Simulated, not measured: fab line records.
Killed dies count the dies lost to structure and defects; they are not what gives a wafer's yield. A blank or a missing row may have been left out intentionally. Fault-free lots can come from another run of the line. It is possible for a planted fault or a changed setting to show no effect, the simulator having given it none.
Comparing a struck lot with a sound one || flow sky130 || 18 out of 708 route steps
Sound: the wafers L493.1, L493.2, L493.6. Struck: wafers L494.1, L494.3, L494.4. At the end, the cause is stated.
At each step with rows: each side's tool, then ch and its chambers, then its first start. Under that, the readings that differ: sound wafers || struck wafers || difference of the means || sigmas: that difference in standard deviations of wafers without a fault.
alike: words and numbers the same on both sides, and readings whose means are apart by under 2 such deviations; not compared: readings that were withheld, readings missing a value for some wafer, numbers with overlapping values and no deviation given by the record, and bounds like >300 which may hide the same value.
A row with sigmas, a row that says differs or no value, or rows on one side alone: a step with any of these is where the two part. When numbers do not overlap yet have no deviation, they are printed without sigmas and do not part them. A reading that every wafer of one side lacks parts them only if that side has two wafers or more.

first, 4 steps without rows for these wafers: SKY_LDD_HVN_SOFTBAKE_03 (time 60 s); SKY_LDD_HVN_EXPOSE_04 (exposes mask HVNTM, target cd 700 nm); SKY_LDD_HVN_PEB_05; SKY_LDD_HVN_DEVELOP_06 (develop time 60 s).
SKY_LDD_HVN_OVL_MEAS_07:
  sound on overlay-02 at day 22 05:51; struck on overlay-02 at day 22 16:54
  alike: LDD_HVN_OVL
next, for these wafers, 1 step has no rows: SKY_LDD_HVN_IMPLANT_08.
SKY_LDD_HVN_STRIP_09: strips in O2/N2.
  sound on plasma asher-04 ch 0,1, day 22 06:02; struck on plasma asher-04 ch 0,1, day 22 17:05
  alike: chamber pressure mTorr, drypump motor current A, oes product au, strip time to endpoint s
  not compared: rf hours counter h
SKY_LDD_HVN_TW_MEAS_10:
  sound on film metro-04 at day 22 06:08; struck on film metro-02 at day 22 17:11
  alike: LDD_HVN_TW
then, 4 steps without rows for these wafers: SKY_LDD_HVP_DEHYDRATE_00 (time 60 s); SKY_LDD_HVP_HMDS_01 (prime time 60 s); SKY_LDD_HVP_COAT_02 (resist thk 300 nm); SKY_LDD_HVP_SOFTBAKE_03 (time 60 s).
SKY_LDD_HVP_EXPOSE_04: exposes mask HVPTM, target cd 700 nm.
  sound on iline stepper-01 ch 0, day 22 22:02; struck on iline stepper-02 ch 0, day 23 08:35
{"reading": "model.LDD_HVP.overlay x nm (nm)", "sound": "-0.9843 -0.9843 -0.9843", "struck": "8.874 8.874 8.874", "difference": "+9.858", "sigmas": ""}
  alike: mask
then, 2 steps without rows for these wafers: SKY_LDD_HVP_PEB_05; SKY_LDD_HVP_DEVELOP_06 (develop time 60 s).
SKY_LDD_HVP_OVL_MEAS_07:
  sound on overlay-01 at day 23 13:00; struck on overlay-02 at day 23 23:41
{"reading": "LDD_HVP_OVL (nm)", "sound": "-2.5 -1.3 -2.4", "struck": "7.0 7.0 5.9", "difference": "+8.7", "sigmas": "+6"}
next, for these wafers, 1 step has no rows: SKY_LDD_HVP_IMPLANT_08.
SKY_PAD_OPEN_PROBE_99:
  sound wafers here have rows in the record (prober-02, day 47 14:35); struck ones have none

## WHERE THEY PART
Last at SKY_PAD_OPEN_PROBE_99 as far as this record goes, first at SKY_LDD_HVP_OVL_MEAS_07.

WHY: whatever the simulator had introduced
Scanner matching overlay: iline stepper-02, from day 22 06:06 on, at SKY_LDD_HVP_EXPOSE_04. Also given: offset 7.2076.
